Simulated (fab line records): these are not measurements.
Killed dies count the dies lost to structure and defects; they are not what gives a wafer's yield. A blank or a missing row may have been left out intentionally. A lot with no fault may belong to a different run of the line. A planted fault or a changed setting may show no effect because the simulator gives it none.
Chamber matching / flow sfqLine / 4 sister chambers for SFQ_TRILAYER_I5_ETCH_VIA_ETCH_147 on rieDiel-03
The step etches the open film in CHF3, stops on Nb, target depth 360 nm. 16 wafers are shown with their chamber, then 8 later ones without.

== WAFERS PAIRED WITH THEIR CHAMBERS ==
wafer=L892.1; chamber=1; drypumpMotorCurrentA (A)=5.4; oesProductAu (a.u.)=0.986
wafer=L892.3; chamber=0; drypumpMotorCurrentA (A)=4.8; oesProductAu (a.u.)=0.995
wafer=L892.4; chamber=3; drypumpMotorCurrentA (A)=5.9; oesProductAu (a.u.)=1.003
wafer=L896.4; chamber=0; drypumpMotorCurrentA (A)=4.8; oesProductAu (a.u.)=0.995
wafer=L896.5; chamber=3; drypumpMotorCurrentA (A)=5.9; oesProductAu (a.u.)=0.986
wafer=L896.6; chamber=2; drypumpMotorCurrentA (A)=5.7; oesProductAu (a.u.)=0.998
wafer=L902.1; chamber=1; drypumpMotorCurrentA (A)=5.4; oesProductAu (a.u.)=0.990
wafer=L902.2; chamber=2; drypumpMotorCurrentA (A)=5.7; oesProductAu (a.u.)=0.990
wafer=L902.4; chamber=3; drypumpMotorCurrentA (A)=5.8; oesProductAu (a.u.)=0.985
wafer=L905.1; chamber=1; drypumpMotorCurrentA (A)=5.4; oesProductAu (a.u.)=0.990
wafer=L905.4; chamber=0; drypumpMotorCurrentA (A)=4.8; oesProductAu (a.u.)=0.984
wafer=L905.5; chamber=2; drypumpMotorCurrentA (A)=5.8; oesProductAu (a.u.)=0.990
wafer=L907.2; chamber=3; drypumpMotorCurrentA (A)=5.9; oesProductAu (a.u.)=0.995
wafer=L907.4; chamber=0; drypumpMotorCurrentA (A)=4.8; oesProductAu (a.u.)=0.983
wafer=L907.6; chamber=3; drypumpMotorCurrentA (A)=5.9; oesProductAu (a.u.)=0.989
wafer=L910.1; chamber=0; drypumpMotorCurrentA (A)=4.8; oesProductAu (a.u.)=0.985

SIGNATURES (averages over the wafers above)
reading=drypumpMotorCurrentA; chamber 0=4.800; chamber 1=5.400; chamber 2=5.733; chamber 3=5.880; scatter within a chamber=0.035
reading=oesProductAu; chamber 0=0.98840; chamber 1=0.98867; chamber 2=0.99267; chamber 3=0.99160; scatter within a chamber=0.00594
Rule: for a wafer and a chamber, the distance is found by dividing, reading by reading, the gap between the wafer's reading and the chamber's mean by the reading's scatter, squaring, summing and taking the root. If the next closest chamber is less than 2 further off than the closest, the wafer can't be placed; otherwise it belongs to the closest. How the scatter is found: for the shown wafers, subtract from each reading the mean of its chamber, square and add these, divide the total by (wafers less chambers), then take the root.

== WAFERS WITH NO CHAMBER GIVEN ==
wafer=L910.4; drypumpMotorCurrentA (A)=5.8; oesProductAu (a.u.)=0.987
wafer=L910.6; drypumpMotorCurrentA (A)=5.4; oesProductAu (a.u.)=0.979
wafer=L911.2; drypumpMotorCurrentA (A)=4.7; oesProductAu (a.u.)=0.982
wafer=L911.3; drypumpMotorCurrentA (A)=5.9; oesProductAu (a.u.)=0.987
wafer=L911.5; drypumpMotorCurrentA (A)=5.9; oesProductAu (a.u.)=1.000
wafer=L915.1; drypumpMotorCurrentA (A)=5.7; oesProductAu (a.u.)=0.984
wafer=L915.3; drypumpMotorCurrentA (A)=5.4; oesProductAu (a.u.)=0.976
wafer=L915.5; drypumpMotorCurrentA (A)=5.9; oesProductAu (a.u.)=0.993

== THE CHAMBER EACH PASSED THROUGH ==
wafer=L910.4; from the rows above=can't be placed: 2 or 3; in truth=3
wafer=L910.6; from the rows above=1; in truth=1
wafer=L911.2; from the rows above=0; in truth=0
wafer=L911.3; from the rows above=3; in truth=3
wafer=L911.5; from the rows above=3; in truth=3
wafer=L915.1; from the rows above=2; in truth=2
wafer=L915.3; from the rows above=1; in truth=1
wafer=L915.5; from the rows above=3; in truth=3
Correctly placed: 7 of 8. Not placeable from these rows: 1 (in 1, the candidates include the true chamber). 0 placed wrongly.
